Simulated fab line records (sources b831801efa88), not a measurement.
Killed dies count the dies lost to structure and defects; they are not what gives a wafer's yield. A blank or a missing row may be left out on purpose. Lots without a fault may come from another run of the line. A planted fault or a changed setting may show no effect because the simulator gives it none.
The same fault as seen by 2 desks :: flow gf180mcu :: what lay behind the numbers comes last; until then each desk has only its own

== THE TOOL OWNER'S DESK: implanter-01 ==
The tool's own readings at GF_HV_LDD_IMPLANT_21, given as means over the sampled wafers that have a number, one for each lot that went through this tool. Any lot whose mean is over 4 standard deviations away from the usual mean is out of limits and marked OUT; that distance is given in the brackets.
Columns: A = beam-energy-keV at GF_HV_LDD_IMPLANT_21, usual 25.001; B = dose-ions-cm2 at GF_HV_LDD_IMPLANT_21, usual 5e+13
lot: L714
first seen here: day 11 15:04
A: 24.995
B: 5e+13

lot: L717
first seen here: day 12 18:15
A: 25.011
B: 5e+13

lot: L716
first seen here: day 12 19:14
A: 25.005
B: 5e+13

lot: L723
first seen here: day 14 19:09
A: 24.999
B: 5e+13 (+26) OUT

lot: L724
first seen here: day 15 02:23
A: 25.006
B: 5e+13 (+27) OUT
This desk's verdict: out of limits on L723, L724, starting with L723 at day 14 19:09 (dose-ions-cm2 at GF_HV_LDD_IMPLANT_21). In limits: L714, L717, L716.

== AT THE METROLOGY DESK ==
Means of the sampled wafers that have a number, per lot and without regard to the tool the lot ran on: this is what the gauges read. Any lot whose mean is over 4 standard deviations away from the usual mean is out of limits and marked OUT; that distance is given in the brackets.
Columns: A = M1_OVL at GF_M1_OVL_MEAS_15, usual -4 nm
lot: L711
first seen here: day 17 04:41
A: -3

lot: L712
first seen here: day 17 07:58
A: -7

lot: L713
first seen here: day 17 19:04
A: -6

lot: L714
first seen here: day 18 04:28
A: -3

lot: L717
first seen here: day 19 11:46
A: -5

lot: L716
first seen here: day 19 12:43
A: -6

lot: L718
first seen here: day 19 21:43
A: 1

lot: L719
first seen here: day 20 05:05
A: -9

lot: L723
first seen here: day 21 19:53
A: -8

lot: L724
first seen here: day 22 10:12
A: -3

lot: L731
first seen here: day 24 06:37
A: -6

lot: L730
first seen here: day 24 12:46
A: -1

lot: L732
first seen here: day 24 18:53
A: -5

lot: L734
first seen here: day 25 09:09
A: -4
This desk's verdict: no lot among the 14 shows anything out of limits.

== BROUGHT TOGETHER ==
The tool owner's desk had the chance to raise an alarm at day 14 19:09 on L723, L724.
From the metrology desk's view, nothing was out of limits.
The metrology desk has L723, L724 on record, within its limits.
On implanter-01, each named lot ran GF_HV_LDD_IMPLANT_21.

== WHAT THE SIMULATOR HAD PUT IN ==
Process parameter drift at GF_HV_LDD_IMPLANT_21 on implanter-01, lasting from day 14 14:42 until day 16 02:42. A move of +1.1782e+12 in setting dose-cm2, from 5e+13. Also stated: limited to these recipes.
Lots struck among those shown: L723, L724.
Time in hours from fault onset to the first out-of-limits reading at each desk: the tool owner's desk, 4.
